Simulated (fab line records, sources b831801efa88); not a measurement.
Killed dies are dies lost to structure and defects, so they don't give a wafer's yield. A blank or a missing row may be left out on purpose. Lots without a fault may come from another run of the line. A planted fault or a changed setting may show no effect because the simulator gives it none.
fab line records | flow sky130
record lots=12 wafers=36 last_day=50
route steps=708 shown FIELD_ISO@5 VT_ADJUST_HVTR@142 SONOS_ONO@183 METAL1@438 PAD_OPEN@708
lots that met no fault: from a run of the same line without faults
start_h: hours from the record's first day to the start of the lot's first wafer shown | wait_h: hours since the lot's step before | " the same as in the row above | L1.1+2: a row that stands for several wafers | - no value, or no start given | * or withheld: withheld | < > ~ a bound
route shown NAME@n: a module of which the file shows steps, and the number in the route of the first | usual: mean/standard deviation of fault-free wafers | same: alike in all rows | chamber/n: place in a boat | sites: the reading at each site | _std_site: their standard deviation | _edge_site: outer sites' mean less inner sites' | radius_mm: how far each site lies from the wafer's centre | mask NAME#n: copy n | behind: the tool/chamber that last shaped the wafer | hold: why the lot was held/for how many hours/how that ended | device: the transistor (n, p or np) that didn't switch | end of line: the same wafers' tests at the end of the route | a step without rows: its recipe alone | killed: dies lost to structure and defects at the first sort, not the wafer's yield | map: a wafer's dies, x killed, . not, _ none there
set.NAME: the setting as run; set.NAME@STEP: as run at that earlier step | model.NAME: the simulator's own value behind a step, which no gauge read
steps of the route over a sample of lots; a table a step, a row a wafer
services: from which hour (start_h, from the record's first day; less than 0 if before it) a tool's chamber was out of use, for how many hours, and why
## steps
# step SKY_FIELD_ISO_THK_MEAS_04
# recipe reads=Si3N4_of_FIELD_ISO_CVD_03
# usual FIELD_ISO_CVD_03_THK=165.4/1.4
# columns lot.wafer tool chamber start_h wait_h FIELD_ISO_CVD_03_THK[nm]
L610.2 film_metro-01 - 29.38 0.0 163.9
L610.3 " - " " 163.9
L610.6 " - " " 165.0
L611.3 film_metro-01 - 36.45 0.0 166.1
L611.5 " - " " 167.7
L611.6 " - " " 167.3
L612.2 film_metro-02 - 40.01 0.0 164.0
L612.3 " - " " 166.0
L612.4 " - " " 164.1
L613.2 film_metro-01 - 44.90 0.0 165.2
L613.4 " - " " 164.7
L613.6 " - " " 163.8
L614.3 film_metro-01 - 49.30 0.0 162.6
L614.4 " - " " 163.2
L614.5 " - " " 164.8
L617.2 film_metro-01 - 64.93 0.0 164.1
L617.5 " - " " 165.2
L617.6 " - " " 165.3
L622.3 film_metro-01 - 91.29 0.0 166.8
L622.5 " - " " 166.3
L622.6 " - " " 167.4
L624.2 film_metro-03 - 101.18 0.0 165.3
L624.4 " - " " 165.2
L624.5 " - " " 164.2
L627.1 film_metro-02 - 116.14 0.0 164.3
L627.2 " - " " 163.5
L627.5 " - " " 166.1
L629.1 film_metro-03 - 126.91 0.0 165.8
L629.3 " - " " 166.1
L629.4 " - " " 166.3
L628.2 film_metro-02 - 126.92 0.0 165.0
L628.3 " - " " 165.3
L628.5 " - " " 164.5
L630.1 film_metro-01 - 131.09 0.0 166.7
L630.2 " - " " 167.0
L630.5 " - " " 165.8
# step SKY_VT_ADJUST_HVTR_TW_MEAS_11
# usual VT_ADJUST_HVTR_TW=211.6/2.9
# columns lot.wafer tool chamber start_h wait_h VT_ADJUST_HVTR_TW
L610.2 film_metro-02 - 218.79 0.1 213.4
L610.3 " - " " 212.9
L610.6 " - " " 212.8
L612.2 film_metro-02 - 236.99 0.1 212.2
L612.3 " - " " 212.3
L612.4 " - " " 213.1
L611.3 film_metro-03 - 237.37 0.1 213.4
L611.5 " - " " 213.1
L611.6 " - " " 214.1
L613.2 film_metro-03 - 243.76 0.1 212.8
L613.4 " - " " 213.7
L613.6 " - " " 212.0
L614.3 film_metro-04 - 252.66 0.1 207.4
L614.4 " - " " 208.0
L614.5 " - " " 206.8
L617.2 film_metro-03 - 284.49 0.1 213.6
L617.5 " - " " 212.0
L617.6 " - " " 212.7
L622.3 film_metro-02 - 333.87 0.1 213.5
L622.5 " - " " 213.8
L622.6 " - " " 214.0
L624.2 film_metro-04 - 339.04 0.1 207.7
L624.4 " - " " 206.7
L624.5 " - " " 208.2
L627.1 film_metro-04 - 348.55 0.1 206.7
L627.2 " - " " 206.9
L627.5 " - " " 206.9
L629.1 film_metro-03 - 371.23 0.1 214.5
L629.3 " - " " 214.9
L629.4 " - " " 214.6
L628.2 film_metro-03 - 372.80 0.1 215.2
L628.3 " - " " 215.2
L628.5 " - " " 214.9
L630.1 film_metro-04 - 381.99 0.1 207.1
L630.2 " - " " 206.5
L630.5 " - " " 206.0
# step SKY_SONOS_ONO_ETCH_15
# recipe target_depth_nm=19.52 chemistry=CHF3/O2 source_w=600 bias_w=200 pressure_mtorr=40 chf3_flow_sccm=50 O2_flow_sccm=5 time_s=7.8
# usual O2_flow_sccm=4.999/0.014 bias_w=200.1/0.59 chf3_flow_sccm=49.99/0.16 drypump_motor_current_A=5.8/0.41 oes_product_au=0.999/0.01 throttle_valve_pct=8.824/0.0094 time_s=7.8/0
# columns lot.wafer tool chamber start_h wait_h O2_flow_sccm bias_w chf3_flow_sccm drypump_motor_current_A oes_product_au rf_hours_counter_h throttle_valve_pct time_s
L610.2 rie_diel-02 2 296.60 0.0 5.008 200.3 49.95 6.0 1.003 2 8.821 7.8
L610.3 " 3 " " 4.972 200.4 49.95 6.3 1.005 98 8.824 7.8
L610.6 " 1 " " 4.991 200.7 50.13 6.2 0.988 - 8.826 7.8
L611.3 rie_diel-04 2 315.15 0.0 4.997 199.8 50.20 5.4 1.007 65 8.816 7.8
L611.5 " 1 " " 5.012 200.3 50.22 5.4 0.997 - 8.824 7.8
L611.6 " 0 " " 5.008 199.7 49.86 5.4 0.996 - 8.825 7.8
L612.2 rie_diel-03 2 315.55 0.0 4.998 199.5 49.86 5.6 1.015 11 8.834 7.8
L612.3 " 3 " " 4.984 200.1 49.90 5.9 1.015 2 8.825 7.8
L612.4 " 0 " " 4.992 199.6 49.99 5.1 1.002 - 8.818 7.8
L613.2 rie_diel-02 1 324.83 0.0 - - - - - - - -
L613.4 " 3 " " - - - - - - - -
L613.6 " 0 " " - - - - - - - -
L614.3 rie_diel-04 1 334.45 0.0 - - - - - - - -
L614.4 " 0 " " - - - - - - - -
L614.5 " 1 " " - - - - - - - -
L617.2 rie_diel-03 2 369.70 0.0 5.014 200.3 50.11 5.6 1.002 12 8.826 7.8
L617.5 " 1 " " 5.000 199.5 49.75 5.4 0.999 - 8.808 7.8
L617.6 " 0 " " 5.013 200.4 50.19 5.1 0.995 - 8.823 7.8
L622.3 rie_diel-02 0 425.90 0.0 5.012 199.8 50.16 6.3 0.990 76 8.821 7.8
L622.5 " 1 " " 4.996 201.2 50.29 6.1 0.992 - 8.817 7.8
L622.6 " 3 " " 4.993 200.4 49.81 6.3 1.004 - 8.819 7.8
L624.2 rie_diel-02 1 429.13 0.0 5.000 199.5 50.05 6.1 0.985 0 8.812 7.8
L624.4 " 0 " " 5.010 199.6 49.97 6.3 0.982 - 8.798 7.8
L624.5 " 1 " " 4.990 199.9 49.86 6.2 1.002 - 8.819 7.8
L627.1 rie_diel-04 1 443.88 0.0 4.999 199.5 50.11 5.4 0.986 0 8.825 7.8
L627.2 " 0 " " 5.006 200.1 49.76 5.4 0.997 7 8.821 7.8
L627.5 " 3 " " 5.023 199.5 50.12 5.3 1.003 - 8.825 7.8
L629.1 rie_diel-02 2 468.43 0.0 5.007 199.5 49.96 5.9 0.998 5 8.828 7.8
L629.3 " 0 " " 5.005 201.0 49.88 6.3 0.987 77 8.830 7.8
L629.4 " 1 " " 5.004 200.4 49.95 6.2 0.993 1 8.827 7.8
L628.2 rie_diel-03 3 468.75 0.0 4.999 200.4 49.88 5.9 1.016 5 8.819 7.8
L628.3 " 2 " " 4.984 201.7 49.66 5.6 1.001 14 8.835 7.8
L628.5 " 1 " " 5.004 200.2 50.00 5.4 0.998 - 8.837 7.8
L630.1 rie_diel-04 2 489.83 0.0 5.017 199.7 49.65 5.5 1.007 68 8.811 7.8
L630.2 " 3 " " 4.969 200.0 49.60 5.3 1.010 59 8.818 7.8
L630.5 " 2 " " 4.991 201.4 49.85 5.5 1.012 - 8.823 7.8
# step SKY_METAL1_SPUTTER_04
# recipe material=TiN target_thk_nm=70 power_w=6500 time_s=58.3 chamber_pressure_pa=0.4
# usual chamber_pressure_pa=0.4000/0.00077 throttle_valve_pct=30.0/0.98
# same time_s=58.3
# columns lot.wafer tool chamber start_h wait_h chamber_pressure_pa throttle_valve_pct
L610.2 pvd_sputter-01 - 750.25 0.0 0.4002 31.5
L610.3 " - " " 0.3992 29.6
L610.6 " - " " 0.4001 29.6
L611.3 pvd_sputter-02 - 767.76 0.0 0.3993 29.2
L611.5 " - " " 0.3993 29.8
L611.6 " - " " 0.4005 31.4
L612.2 pvd_sputter-04 - 768.60 0.0 0.4006 28.3
L612.3 " - " " 0.4014 30.8
L612.4 " - " " 0.4000 28.7
L617.2 pvd_sputter-04 - 821.32 0.0 0.4006 28.3
L617.5 " - " " 0.3991 31.0
L617.6 " - " " 0.4004 28.5
L622.3 pvd_sputter-04 - 872.47 0.0 0.3987 30.8
L622.5 " - " " 0.4010 28.8
L622.6 " - " " 0.4007 30.1
L624.2 pvd_sputter-04 - 876.21 0.0 0.3994 30.3
L624.4 " - " " 0.4000 28.3
L624.5 " - " " 0.4011 30.9
L627.1 pvd_sputter-02 - 887.09 0.0 0.4000 29.0
L627.2 " - " " 0.4005 31.2
L627.5 " - " " 0.3992 29.1
L628.2 pvd_sputter-04 - 910.05 0.0 0.4009 28.6
L628.3 " - " " 0.3999 30.3
L628.5 " - " " 0.4007 28.5
L629.1 pvd_sputter-04 - 910.97 0.0 0.3998 28.6
L629.3 " - " " 0.4006 30.9
L629.4 " - " " 0.3995 30.3
L630.1 pvd_sputter-01 - 925.76 0.0 0.3993 29.8
L630.2 " - " " 0.4005 29.7
L630.5 " - " " 0.3988 31.4
# step SKY_PAD_OPEN_PROBE_99
# usual killed_at_M0_to_M3=44/7.6 killed_at_M4_up=3.2/1.7 killed_at_contacts=24/5.7 killed_at_front_end=16/3.9 killed_at_other=0.2/0.45 killed_dies=87/9.5 killed_on_rim=17/3.9 killed_open=47/6.9 killed_short=40/5.8
# same gross_dies=492 killed_at_back_side=0
# columns lot.wafer tool chamber start_h wait_h killed_at_M0_to_M3 killed_at_M4_up killed_at_contacts killed_at_front_end killed_at_other killed_dies killed_on_rim killed_open killed_short
L613.2 prober-01 - 1107.07 0.1 35 2 18 436 1 492 96 41 30
L613.4 prober-01 - 1107.17 0.2 46 5 32 407 2 492 96 52 39
L613.6 prober-01 - 1107.27 0.2 58 3 24 407 0 492 96 53 43
L614.3 prober-02 - 1112.90 0.2 47 5 13 427 0 492 96 56 30
L614.4 prober-02 - 1112.95 0.2 35 2 19 436 0 492 96 34 36
L614.5 prober-02 - 1113.00 0.2 49 6 20 416 1 492 96 48 43
# killed by level:class
L613.2 SONOS_ONO:area_etch=421 VIA1:geometric_particle:open=14 CONTACT:geometric_particle:open=6 VIA2:geometric_particle:open=6 FIELD_ISO:geometric_particle:open=4 LI_CONTACT:geometric_particle:open=4 LOCAL_INTERCONNECT:geometric_particle:short=4 SPACER:geometric_particle:short=3
L613.4 SONOS_ONO:area_etch=401 CONTACT:geometric_particle:open=12 VIA2:geometric_particle:open=10 VIA1:geometric_particle:open=8 LI_CONTACT:geometric_particle:open=7 CONTACT:geometric_particle:short=6 VIA1:geometric_particle:short=6 VIA3:geometric_particle:open=5
L613.6 SONOS_ONO:area_etch=396 VIA2:geometric_particle:open=12 VIA1:geometric_particle:open=9 CONTACT:geometric_particle:open=8 VIA3:geometric_particle:open=7 LI_CONTACT:geometric_particle:open=6 METAL2:geometric_particle:short=6 VIA1:geometric_particle:short=5
L614.3 SONOS_ONO:area_etch=406 VIA1:geometric_particle:open=12 VIA2:geometric_particle:open=11 VIA3:geometric_particle:open=9 POLY_GATE:geometric_particle:short=5 POLY_GATE:geometric_particle:open=5 CONTACT:geometric_particle:open=5 METAL4:geometric_particle:short=4
L614.4 SONOS_ONO:area_etch=422 VIA1:geometric_particle:short=11 CONTACT:geometric_particle:open=8 VIA1:geometric_particle:open=7 FIELD_ISO:geometric_particle:short=6 LI_CONTACT:geometric_particle:open=6 METAL1:geometric_particle:short=6 VIA3:geometric_particle:open=5
L614.5 SONOS_ONO:area_etch=401 VIA1:geometric_particle:open=12 VIA2:geometric_particle:open=9 CONTACT:geometric_particle:open=8 VIA1:geometric_particle:short=8 METAL4:geometric_particle:short=5 VIA3:geometric_particle:short=5 FIELD_ISO:geometric_particle:short=4
## services
# columns tool chamber start_h hours kind
rie_diel-03 2 284.67 10.5 repair
rie_diel-04 3 311.71 25.1 repair
rie_diel-02 - 350.56 2.8 pm
rie_diel-02 3 374.66 3.9 repair
rie_diel-04 3 379.26 5.6 repair
rie_diel-02 0 411.84 6.3 repair
rie_diel-02 2 420.07 9.1 repair
rie_diel-02 3 426.77 9.7 repair
rie_diel-04 3 504.98 2.6 repair
rie_diel-04 - 507.72 14.6 pm
rie_diel-04 3 636.51 15.5 repair
rie_diel-04 2 668.38 1.2 repair
pvd_sputter-04 - 669.54 1.5 repair
rie_diel-04 0 673.86 2.6 repair
rie_diel-02 2 713.40 3.0 repair
rie_diel-04 0 725.30 13.0 repair
rie_diel-02 3 728.82 6.1 repair
rie_diel-02 - 772.53 3.1 repair
rie_diel-04 0 812.70 7.5 repair
rie_diel-04 2 844.01 2.8 repair
pvd_sputter-04 - 890.21 0.9 repair
pvd_sputter-04 - 890.26 5.2 repair
pvd_sputter-04 - 894.11 5.4 repair
rie_diel-04 3 924.97 5.6 repair
## key
first_sign step=SKY_SONOS_ONO_ETCH_15 reading=tool_record direction=missing
effect step=SKY_PAD_OPEN_PROBE_99 reading=killed_at_front_end direction=up sigmas=99+ usual=16 struck=422
more_kills_born_at SKY_SONOS_ONO_ETCH_15@rie_diel-04=1229 SKY_SONOS_ONO_ETCH_15@rie_diel-02=1218
met_at SKY_SONOS_ONO_ETCH_15
struck_lots L613,L614
later_rows_left_out L613.2,L613.4,L613.6,L614.3,L614.4,L614.5
tester_left_out L613,L614
not_acting_at SKY_FIELD_ISO_THK_MEAS_04,SKY_VT_ADJUST_HVTR_TW_MEAS_11,SKY_METAL1_SPUTTER_04
onset_between 315.15 324.83
fault kind=skipped_step_whole tool=rie_diel-02,rie_diel-04 chamber=- onset_h=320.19 steps=SKY_SONOS_ONO_ETCH_15 scope=struck_lots_only
# tester_left_out: of these lots the tester's yield and bins aren't shown, on N5 and GAA mostly nor the transistor test; their killed dies are dies lost to structure and defects alone, not to doping, threshold or leakage, so they don't give the yield
# later_rows_left_out: the simulator's readings of these wafers behind a module that went badly wrong aren't trusted and aren't shown, but for the sort
